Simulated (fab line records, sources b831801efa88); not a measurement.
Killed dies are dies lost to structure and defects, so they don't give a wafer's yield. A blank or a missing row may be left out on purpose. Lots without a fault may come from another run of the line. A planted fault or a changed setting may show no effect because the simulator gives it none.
fab line records | flow sky130
record lots=6 wafers=18 last_day=49
route steps=708 shown SONOS_ONO@176 GATE_OXIDE@187 PAD_OPEN@708
lots that met no fault: from a run of the same line without faults
start_h: hours from the record's first day to the start of the lot's first wafer shown | wait_h: hours since the lot's step before | " the same as in the row above | L1.1+2: a row that stands for several wafers | - no value, or no start given | * or withheld: withheld | < > ~ a bound
route shown NAME@n: a module of which the file shows steps, and the number in the route of the first | usual: mean/standard deviation of fault-free wafers | same: alike in all rows | chamber/n: place in a boat | sites: the reading at each site | _std_site: their standard deviation | _edge_site: outer sites' mean less inner sites' | radius_mm: how far each site lies from the wafer's centre | mask NAME#n: copy n | behind: the tool/chamber that last shaped the wafer | hold: why the lot was held/for how many hours/how that ended | device: the transistor (n, p or np) that didn't switch | end of line: the same wafers' tests at the end of the route | a step without rows: its recipe alone | killed: dies lost to structure and defects at the first sort, not the wafer's yield | map: a wafer's dies, x killed, . not, _ none there
set.NAME: the setting as run; set.NAME@STEP: as run at that earlier step | model.NAME: the simulator's own value behind a step, which no gauge read
lots at some steps of the route; a table a step, a row a wafer
services: from which hour (start_h, from the record's first day; less than 0 if before it) a tool's chamber was out of use, for how many hours, and why
## steps
# step SKY_SONOS_ONO_COAT_08
# recipe resist=NOVOLAK spin_rpm=3000 resist_thk_nm=1140
# step SKY_SONOS_ONO_SOFTBAKE_09
# recipe temp_c=90 time_s=60 resist=NOVOLAK
# step SKY_SONOS_ONO_EXPOSE_10
# recipe mask_id=ONOM target_cd_nm=410 na=0.6 source_shape=conventional sigma_outer=0.6 dose_mj=150
# step SKY_SONOS_ONO_PEB_11
# recipe temp_c=withheld time_s=* resist=NOVOLAK
# step SKY_SONOS_ONO_DEVELOP_12
# recipe develop_time_s=60 dev_temp_c=23
# step SKY_SONOS_ONO_CD_MEAS_13
# recipe target_cd_nm=410
# usual cd_nm=409.9/2
# columns lot.wafer tool chamber start_h wait_h cd_nm
L713.1 cd_sem-01 - 294.42 0.1 407.5
L713.2 " - " " 407.2
L713.5 " - " " 407.2
L714.4 cd_sem-02 - 299.87 0.1 411.2
L714.5 " - " " 411.4
L714.6 " - " " 411.2
L716.1 cd_sem-01 - 312.67 0.1 409.2
L716.2 " - " " 409.3
L716.6 " - " " 408.5
L727.1 cd_sem-01 - 407.07 0.1 410.4
L727.3 " - " " 410.9
L727.6 " - " " 409.3
L730.3 cd_sem-02 - 423.05 0.1 408.7
L730.4 " - " " 408.6
L730.5 " - " " 406.2
L731.4 cd_sem-01 - 437.07 0.1 412.8
L731.5 " - " " 412.0
L731.6 " - " " 411.7
# step SKY_SONOS_ONO_OVL_MEAS_14
# usual SONOS_ONO_OVL=0.8/1.7
# columns lot.wafer tool chamber start_h wait_h SONOS_ONO_OVL[nm]
L713.1 overlay-02 - 294.54 0.1 -0.2
L713.2 " - " " -1.3
L713.5 " - " " 0.6
L714.4 overlay-01 - 299.95 0.1 1.6
L714.5 " - " " -0.4
L714.6 " - " " 0.9
L716.1 overlay-02 - 312.79 0.1 -1.0
L716.2 " - " " -1.1
L716.6 " - " " -1.4
L727.1 overlay-01 - 407.19 0.1 4.5
L727.3 " - " " 2.9
L727.6 " - " " 3.6
L730.3 overlay-01 - 423.14 0.1 4.3
L730.4 " - " " 4.0
L730.5 " - " " 2.9
L731.4 overlay-01 - 437.15 0.1 5.6
L731.5 " - " " 1.3
L731.6 " - " " 5.9
# step SKY_SONOS_ONO_ETCH_15
# recipe target_depth_nm=19.52 chemistry=CHF3/O2 source_w=600 bias_w=200 pressure_mtorr=40 chf3_flow_sccm=50 O2_flow_sccm=5 time_s=7.8
# usual drypump_motor_current_A=5.7/0.43 oes_product_au=0.997/0.0096 rf_fwd_power_W=590/3.1 throttle_valve_pct=8.823/0.0086
# columns lot.wafer tool chamber start_h wait_h drypump_motor_current_A oes_product_au rf_fwd_power_W rf_hours_counter_h throttle_valve_pct
L713.1 rie_diel-02 0 294.58 0.0 5.9 0.995 587 5 8.843
L713.2 " 1 " " 5.3 0.981 588 4 8.819
L713.5 " 1 " " 5.3 0.992 588 - 8.823
L714.4 rie_diel-03 0 299.97 0.0 5.1 1.023 590 109 8.814
L714.5 " 2 " " 6.3 1.007 593 - 8.822
L714.6 " 1 " " 5.6 1.004 586 - 8.819
L716.1 rie_diel-01 1 312.83 0.0 5.4 0.989 593 2 8.831
L716.2 " 0 " " 6.4 0.992 591 4 8.822
L716.6 " 3 " " 5.0 0.993 586 - 8.813
L727.1 rie_diel-02 1 407.22 0.0 5.3 0.985 588 6 8.820
L727.3 " 2 " " 6.1 0.987 597 55 8.810
L727.6 " 1 " " 5.3 0.989 586 - 8.811
L730.3 rie_diel-02 3 423.17 0.0 6.3 0.996 593 4 8.826
L730.4 " 2 " " 6.1 0.979 590 55 8.806
L730.5 " 1 " " 5.3 0.984 590 - 8.822
L731.4 rie_diel-01 2 437.17 0.0 5.4 1.003 590 95 8.821
L731.5 " 3 " " 5.1 1.003 588 - 8.828
L731.6 " 0 " " 6.4 0.998 595 - 8.822
# step SKY_SONOS_ONO_WET_ETCH_16
# recipe chemistry=dHF target_depth_nm=14 dry=n2_spin target=SiO2 dilution=100:1 temp_c=25 time_s=280
# step SKY_SONOS_ONO_STRIP_17
# recipe chemistry=O2/N2 power_w=1400 pressure_mtorr=1500 platen_temp_c=withheld o2_flow_sccm=3000 n2_flow_sccm=300 overash_fraction=0.5
# usual drypump_motor_current_A=6.0/0.3 oes_product_au=0.710/0.0043 strip_time_to_endpoint_s=14.10/0.041
# columns lot.wafer tool chamber start_h wait_h drypump_motor_current_A oes_product_au rf_hours_counter_h strip_time_to_endpoint_s
L713.1 plasma_asher-02 0 294.68 0.0 5.8 0.711 17 14.09
L713.2 " 1 " " 5.6 0.707 17 14.13
L713.5 " 1 " " 5.6 0.709 - 14.12
L714.4 plasma_asher-01 0 300.11 0.0 6.4 0.714 - 14.05
L714.5 " 1 " " 5.9 0.703 - 14.01
L714.6 " 0 " " 6.4 0.716 - 14.04
L716.1 plasma_asher-01 0 312.93 0.0 6.4 0.705 63 14.11
L716.2 " 1 " " 5.9 0.716 63 14.15
L716.6 " 0 " " 6.4 0.716 - 14.06
L727.1 plasma_asher-02 1 407.33 0.0 5.6 0.710 27 14.09
L727.3 " 1 " " 5.6 0.713 - 14.07
L727.6 " 0 " " 5.8 0.705 - 14.15
L730.3 plasma_asher-02 0 423.31 0.0 5.8 0.705 - 14.06
L730.4 " 1 " " 5.6 0.712 - 14.03
L730.5 " 1 " " 5.6 0.707 - 14.01
L731.4 plasma_asher-02 0 437.32 0.0 5.8 0.711 - 14.07
L731.5 " 1 " " 5.6 0.721 - 14.10
L731.6 " 0 " " 5.8 0.705 - 14.02
# step SKY_SONOS_ONO_WET_ETCH_18
# recipe chemistry=H3PO4 target_depth_nm=15 target=Si3N4 temp_c=160 time_s=172
# step SKY_GATE_OXIDE_CLEAN_00
# recipe chemistry=SC1/SC2 mix=1:4:20 temp_c=70 time_s=150 dry=n2_spin
# step SKY_GATE_OXIDE_OXIDATION_01
# recipe temp_c=900 ambient=O2 stabilise_s=600 purge_s=300 target_thk_a=102.68 ox_time_s=1473
# usual spike_tc_centre_C=900.4/1.1 stabilise_s=600/0 zone_power_bottom_pct=31.0/1.2
# columns lot.wafer tool chamber start_h wait_h spike_tc_centre_C stabilise_s zone_power_bottom_pct
L713.1 furnace-01 0 295.76 0.9 898.6 600 31.8
L713.2 " 0 " " 900.9 600 32.0
L713.5 " 0 " " 900.0 600 32.4
L714.4 furnace-02 0 301.47 1.2 899.2 5400 30.2
L714.5 " 0 " " 901.8 5400 30.2
L714.6 " 0 " " 899.0 5400 29.9
L716.1 furnace-02 0 313.54 0.4 899.9 5400 30.3
L716.2 " 0 " " 901.3 5400 30.3
L716.6 " 0 " " 899.5 5400 29.9
L727.1 furnace-02 0 408.53 1.0 901.7 600 29.9
L727.3 " 0 " " 901.5 600 30.4
L727.6 " 0 " " 898.3 600 29.8
L730.3 furnace-02 0 424.01 0.5 902.2 600 30.0
L730.4 " 0 " " 901.7 600 29.5
L730.5 " 0 " " 901.1 600 30.0
L731.4 furnace-02 0 441.89 4.4 901.4 600 30.3
L731.5 " 0 " " 900.9 600 30.2
L731.6 " 0 " " 901.2 600 30.3
# step SKY_GATE_OXIDE_THK_MEAS_02
# recipe reads=SiO2_of_GATE_OXIDE_OXIDATION_01
# usual GATE_OXIDE_OXIDATION_00_THK=10.35/0.15
# columns lot.wafer tool chamber start_h wait_h GATE_OXIDE_OXIDATION_00_THK[nm]
L713.1 film_metro-03 - 297.17 0.0 10.42
L713.2 " - " " 10.38
L713.5 " - " " 10.34
L714.4 film_metro-02 - 302.91 0.0 10.15
L714.5 " - " " 10.18
L714.6 " - " " 10.22
L716.1 film_metro-03 - 314.95 0.0 10.11
L716.2 " - " " 10.15
L716.6 " - " " 10.24
L727.1 film_metro-04 - 409.94 0.0 10.36
L727.3 " - " " 10.38
L727.6 " - " " 10.58
L730.3 film_metro-02 - 425.44 0.0 10.22
L730.4 " - " " 10.08
L730.5 " - " " 10.35
L731.4 film_metro-03 - 443.33 0.0 10.22
L731.5 " - " " 10.19
L731.6 " - " " 10.26
# step SKY_PAD_OPEN_PROBE_99
# usual killed_at_M0_to_M3=44/7.1 killed_at_M4_up=3.3/1.8 killed_at_contacts=24/5.1 killed_at_front_end=16/4.7 killed_at_other=0.3/0.52 killed_dies=87/9.7 killed_open=47/6.8 killed_short=39/6.7
# same gross_dies=492 killed_at_back_side=0
# columns lot.wafer tool chamber start_h wait_h killed_at_M0_to_M3 killed_at_M4_up killed_at_contacts killed_at_front_end killed_at_other killed_dies killed_open killed_short model.etest.pfet_g5v0d10v5.r_on_ohm_um model.etest.res_pwell_under_gate.rs_ohm_sq model.etest.pfet_g5v0d10v5.drive_ua_um model.etest.pfet_01v8_mvt.drive_ua_um model.etest.field_n.vt_v model.etest.pfet_01v8_mvt.off_log10_a_um model.etest.pfet_g5v0d10v5.off_log10_a_um model.etest.nfet_05v0_nvt.off_log10_a_um
L713.1 prober-02 - 1083.85 0.1 37 5 24 16 0 82 43 39 4690 2282 345.4 157.3 35.79 -10.51 -12.09 -11.11
L713.2 prober-02 - 1083.90 0.1 51 4 33 19 1 108 59 49 4691 2279 348 155.9 36.46 -10.66 -12.33 -10.97
L713.5 prober-02 - 1084.05 0.2 46 3 16 20 0 85 45 40 4630 2297 347.8 157 36.4 -10.53 -12.5 -10.96
L714.4 prober-01 - 1089.39 0.2 39 2 24 13 1 79 41 38 4777 2230 335.2 143.3 35.22 -11.65 -13.21 -11.16
L714.5 prober-01 - 1089.44 0.2 46 7 22 15 0 90 49 40 4786 2252 334.1 140.7 34.33 -11.72 -13.33 -11.04
L714.6 prober-01 - 1089.49 0.2 48 5 23 16 0 92 48 44 4841 2250 333.4 141.3 34.65 -11.71 -13.41 -11.31
L716.1 prober-01 - 1102.70 0.1 46 3 32 15 0 96 54 42 4916 2257 332 145.9 33.7 -10.95 -13.32 -11.56
L716.2 prober-01 - 1102.75 0.1 44 1 12 13 0 70 41 28 4851 2249 331.7 141.4 33.86 -11.09 -13.16 -11.53
L716.6 prober-01 - 1102.95 0.2 52 2 14 17 0 85 41 44 4865 2243 329.7 143.1 33.96 -11.13 -13.21 -11.68
L727.1 prober-01 - 1171.47 0.1 46 5 25 14 0 90 55 35 4792 2280 342.1 151.9 35.85 -10.84 -12.57 -10.94
L727.3 prober-01 - 1171.57 0.2 45 3 31 12 1 92 51 41 4709 2282 342.2 155.8 35.85 -10.61 -12.35 -11.2
L727.6 prober-01 - 1171.72 0.2 52 8 14 10 0 84 42 42 4813 2303 334.6 152.4 35.81 -10.82 -12.66 -11.16
L730.3 prober-01 - 1175.94 0.2 40 0 37 16 1 94 50 44 4697 2270 342.2 156.9 36.15 -9.921 -12.64 -11.04
L730.4 prober-01 - 1175.99 0.2 32 3 26 10 0 71 46 25 4666 2284 344.1 158.9 35.14 -9.88 -12.68 -10.99
L730.5 prober-01 - 1176.04 0.2 37 3 20 19 0 79 42 37 4703 2258 346.9 161.9 35.42 -9.783 -12.47 -10.97
L731.4 prober-02 - 1181.21 0.2 34 3 23 10 0 70 40 30 4623 2290 347.9 144.2 35.8 -11.33 -12.51 -10.96
L731.5 prober-02 - 1181.26 0.2 51 5 26 25 1 108 51 54 4620 2302 354.3 146.5 36.23 -11.18 -12.22 -10.88
L731.6 prober-02 - 1181.31 0.2 47 3 30 15 1 96 55 40 4760 2310 341.1 142 35.62 -11.41 -12.56 -10.84
# killed by level:class
L713.1 CONTACT:geometric_particle:open=8 CONTACT:geometric_particle:short=8 FIELD_ISO:geometric_particle:open=7 VIA1:geometric_particle:open=7 LI_CONTACT:geometric_particle:open=6 FIELD_ISO:geometric_particle:short=5 METAL1:geometric_particle:short=5 METAL2:geometric_particle:short=4
L713.2 LI_CONTACT:geometric_particle:open=12 CONTACT:geometric_particle:open=12 METAL2:geometric_particle:short=10 FIELD_ISO:geometric_particle:open=8 VIA1:geometric_particle:open=7 VIA2:geometric_particle:open=7 VIA3:geometric_particle:open=6 METAL1:geometric_particle:short=6
L713.5 VIA1:geometric_particle:open=9 VIA3:geometric_particle:open=7 FIELD_ISO:geometric_particle:open=6 FIELD_ISO:geometric_particle:short=6 CONTACT:geometric_particle:open=5 VIA2:geometric_particle:short=5 CONTACT:geometric_particle:short=4 METAL1:geometric_particle:open=4
L714.4 CONTACT:geometric_particle:open=9 METAL2:geometric_particle:short=9 CONTACT:geometric_particle:short=8 METAL1:geometric_particle:short=6 VIA2:geometric_particle:open=6 POLY_GATE:geometric_particle:open=4 LI_CONTACT:geometric_particle:open=4 VIA1:geometric_particle:open=4
L714.5 LI_CONTACT:geometric_particle:open=8 VIA1:geometric_particle:open=8 VIA3:geometric_particle:open=8 VIA2:geometric_particle:open=8 CONTACT:geometric_particle:open=6 VIA1:geometric_particle:short=6 METAL1:geometric_particle:short=5 FIELD_ISO:geometric_particle:short=4
L714.6 VIA1:geometric_particle:open=10 VIA2:geometric_particle:open=9 METAL2:geometric_particle:short=7 VIA3:geometric_particle:open=7 LI_CONTACT:geometric_particle:open=6 FIELD_ISO:geometric_particle:open=5 LI_CONTACT:geometric_particle:short=5 CONTACT:geometric_particle:short=5
L716.1 VIA1:geometric_particle:open=13 LI_CONTACT:geometric_particle:open=13 CONTACT:geometric_particle:open=9 VIA2:geometric_particle:open=8 LI_CONTACT:geometric_particle:short=6 VIA1:geometric_particle:short=6 FIELD_ISO:geometric_particle:short=4 POLY_GATE:geometric_particle:short=4
L716.2 VIA1:geometric_particle:open=11 VIA2:geometric_particle:open=7 POLY_GATE:geometric_particle:open=6 METAL1:geometric_particle:short=5 VIA3:geometric_particle:open=5 VIA2:geometric_particle:short=4 LI_CONTACT:geometric_particle:open=4 CONTACT:geometric_particle:short=3
L716.6 METAL1:geometric_particle:short=9 VIA1:geometric_particle:open=9 VIA3:geometric_particle:open=8 CONTACT:geometric_particle:open=7 METAL2:geometric_particle:short=6 VIA1:geometric_particle:short=6 FIELD_ISO:geometric_particle:open=5 FIELD_ISO:geometric_particle:short=4
L727.1 LI_CONTACT:geometric_particle:open=11 VIA1:geometric_particle:open=10 VIA2:geometric_particle:open=9 CONTACT:geometric_particle:open=7 POLY_GATE:geometric_particle:open=5 LOCAL_INTERCONNECT:geometric_particle:short=5 METAL2:geometric_particle:short=5 VIA1:geometric_particle:short=5
L727.3 LI_CONTACT:geometric_particle:open=14 VIA1:geometric_particle:open=14 CONTACT:geometric_particle:open=8 CONTACT:geometric_particle:short=7 METAL1:geometric_particle:short=7 VIA3:geometric_particle:open=6 METAL2:geometric_particle:short=5 VIA3:geometric_particle:short=4
L727.6 VIA1:geometric_particle:open=9 METAL1:geometric_particle:short=7 VIA2:geometric_particle:open=7 LI_CONTACT:geometric_particle:open=6 VIA1:geometric_particle:short=6 VIA3:geometric_particle:open=5 FIELD_ISO:geometric_particle:short=4 METAL1:geometric_particle:open=4
L730.3 CONTACT:geometric_particle:open=17 LI_CONTACT:geometric_particle:open=8 METAL1:geometric_particle:short=6 VIA1:geometric_particle:open=6 VIA1:geometric_particle:short=6 METAL2:geometric_particle:short=6 FIELD_ISO:geometric_particle:open=5 LI_CONTACT:geometric_particle:short=5
L730.4 CONTACT:geometric_particle:open=12 VIA1:geometric_particle:short=8 LI_CONTACT:geometric_particle:open=7 VIA3:geometric_particle:open=6 VIA1:geometric_particle:open=5 CONTACT:geometric_particle:short=3 POLY_GATE:geometric_particle:open=3 LOCAL_INTERCONNECT:geometric_particle:short=3
L730.5 CONTACT:geometric_particle:open=9 VIA1:geometric_particle:open=8 FIELD_ISO:geometric_particle:short=6 VIA3:geometric_particle:open=6 POLY_GATE:geometric_particle:short=5 LI_CONTACT:geometric_particle:open=5 FIELD_ISO:geometric_particle:open=4 VIA2:geometric_particle:open=4
L731.4 CONTACT:geometric_particle:open=13 VIA1:geometric_particle:open=8 METAL2:geometric_particle:short=5 FIELD_ISO:geometric_particle:open=4 LI_CONTACT:geometric_particle:open=4 VIA2:geometric_particle:open=4 METAL3:geometric_particle:short=4 LOCAL_INTERCONNECT:geometric_particle:short=3
L731.5 CONTACT:geometric_particle:open=10 VIA1:geometric_particle:open=9 POLY_GATE:geometric_particle:short=7 POLY_GATE:geometric_particle:open=7 VIA2:geometric_particle:open=7 METAL2:geometric_particle:short=7 LOCAL_INTERCONNECT:geometric_particle:short=6 VIA1:geometric_particle:short=5
L731.6 LI_CONTACT:geometric_particle:open=11 CONTACT:geometric_particle:open=10 METAL2:geometric_particle:short=8 VIA2:geometric_particle:short=8 VIA1:geometric_particle:open=7 FIELD_ISO:geometric_particle:open=6 VIA2:geometric_particle:open=6 CONTACT:geometric_particle:short=4
## services
# columns tool chamber start_h hours kind
rie_diel-01 0 286.38 7.4 repair
furnace-02 - 308.29 4.1 pm
rie_diel-01 3 322.78 1.5 repair
rie_diel-02 0 331.67 5.5 repair
rie_diel-03 3 337.42 22.5 repair
plasma_asher-02 - 342.33 14.6 pm
rie_diel-01 0 350.68 11.2 repair
furnace-01 - 372.98 2.7 pm
rie_diel-02 - 381.99 0.6 repair
rie_diel-03 0 400.19 - clean
rie_diel-03 0 400.19 22.0 scheduled_down
rie_diel-03 0 400.19 22.0 vent_cycle
rie_diel-01 3 406.16 7.1 repair
rie_diel-01 0 407.09 8.8 repair
furnace-01 - 434.70 19.9 pm
## key
first_sign step=SKY_GATE_OXIDE_OXIDATION_01 reading=stabilise_s direction=up sigmas=99+ usual=600 struck=5400
effect none on later readings
model_effect step=SKY_PAD_OPEN_PROBE_99 value=etest.pfet_g5v0d10v5.r_on_ohm_um without=4718 struck=4839
met_at SKY_GATE_OXIDE_OXIDATION_01
struck_wafers L714.4,L714.5,L714.6,L716.1,L716.2,L716.6
tester_left_out L714,L716
fault kind=process_parameter_drift tool=furnace-02 chamber=- onset_h=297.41 steps=SKY_GATE_OXIDE_OXIDATION_01 channel=stabilise_s offset=4800 shape=step end_h=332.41 acts_in=these_recipes_only stated=600
# tester_left_out: of these lots the tester's yield and bins aren't shown, on N5 and GAA mostly nor the transistor test; their killed dies are dies lost to structure and defects alone, not to doping, threshold or leakage, so they don't give the yield
